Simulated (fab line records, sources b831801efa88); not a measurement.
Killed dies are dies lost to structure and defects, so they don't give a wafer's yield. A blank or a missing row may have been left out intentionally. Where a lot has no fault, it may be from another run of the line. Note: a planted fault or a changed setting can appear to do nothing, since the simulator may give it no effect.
Chamber matching | flow sky130 | 4 sister chambers for SKY_VIA3_ETCH_15 on rie diel-02
The step etches SiO2 in C4F8/O2/Ar, stops on TiN, target depth 507 nm, time 78 s. 27 wafers are shown with their chamber, then 12 later ones without.

## WAFERS WITH THEIR CHAMBER
wafer  | chamber | oes product au (a.u.)
L075.1 | 1       | 0.940
L075.3 | 0       | 0.945
L075.6 | 1       | 0.946
L078.1 | 1       | 0.945
L078.2 | 2       | 0.949
L078.3 | 0       | 0.954
L078.4 | 3       | 0.952
L078.5 | 2       | 0.943
L078.6 | 3       | 0.940
L080.1 | 3       | 0.940
L080.2 | 1       | 0.947
L080.6 | 1       | 0.950
L081.2 | 2       | 0.933
L081.4 | 0       | 0.952
L081.6 | 1       | 0.947
L085.1 | 1       | 0.939
L085.2 | 2       | 0.949
L085.4 | 0       | 0.947
L087.1 | 1       | 0.939
L087.3 | 3       | 0.952
L087.4 | 2       | 0.939
L088.1 | 0       | 0.946
L088.4 | 2       | 0.952
L088.6 | 0       | 0.947
L091.1 | 0       | 0.944
L091.3 | 3       | 0.953
L091.6 | 3       | 0.943

SIGNATURES (means of the wafers above)
reading        | chamber 0 | chamber 1 | chamber 2 | chamber 3 | scatter within a chamber
oes product au | 0.94786   | 0.94412   | 0.94417   | 0.94667   | 0.00539
Rule: a wafer lies at a distance from a chamber equal to the root of the sum of squares, over the readings, of (its reading less the chamber's mean, divided by the reading's scatter). If the next closest chamber is less than 2 further off than the closest, the wafer can't be placed; otherwise it belongs to the closest. The scatter: the root of (the sum of the squares of (reading less its chamber's mean) over the shown wafers, divided by (wafers less chambers)).

## WAFERS WITHOUT THEIR CHAMBER
wafer  | oes product au (a.u.)
L094.2 | 0.951
L094.3 | 0.946
L094.4 | 0.947
L092.1 | 0.945
L092.2 | 0.934
L092.3 | 0.949
L092.4 | 0.949
L092.5 | 0.946
L092.6 | 0.941
L097.2 | 0.940
L097.3 | 0.951
L097.5 | 0.949

## WHICH CHAMBER EACH WENT THROUGH
wafer  | from the rows above               | in truth
L094.2 | can't be placed: 0 or 3 or 2 or 1 | 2
L094.3 | can't be placed: 3 or 2 or 0 or 1 | 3
L094.4 | can't be placed: 3 or 0 or 2 or 1 | 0
L092.1 | can't be placed: 2 or 1 or 3 or 0 | 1
L092.2 | can't be placed: 1 or 2 or 3 or 0 | 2
L092.3 | can't be placed: 0 or 3 or 2 or 1 | 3
L092.4 | can't be placed: 0 or 3 or 2 or 1 | 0
L092.5 | can't be placed: 3 or 2 or 0 or 1 | 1
L092.6 | can't be placed: 1 or 2 or 3 or 0 | 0
L097.2 | can't be placed: 1 or 2 or 3 or 0 | 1
L097.3 | can't be placed: 0 or 3 or 2 or 1 | 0
L097.5 | can't be placed: 0 or 3 or 2 or 1 | 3
Correctly placed: 0 of 12. Unplaceable from these rows: 12, with the true chamber sitting among the candidates in 12. Number placed wrongly: 0.
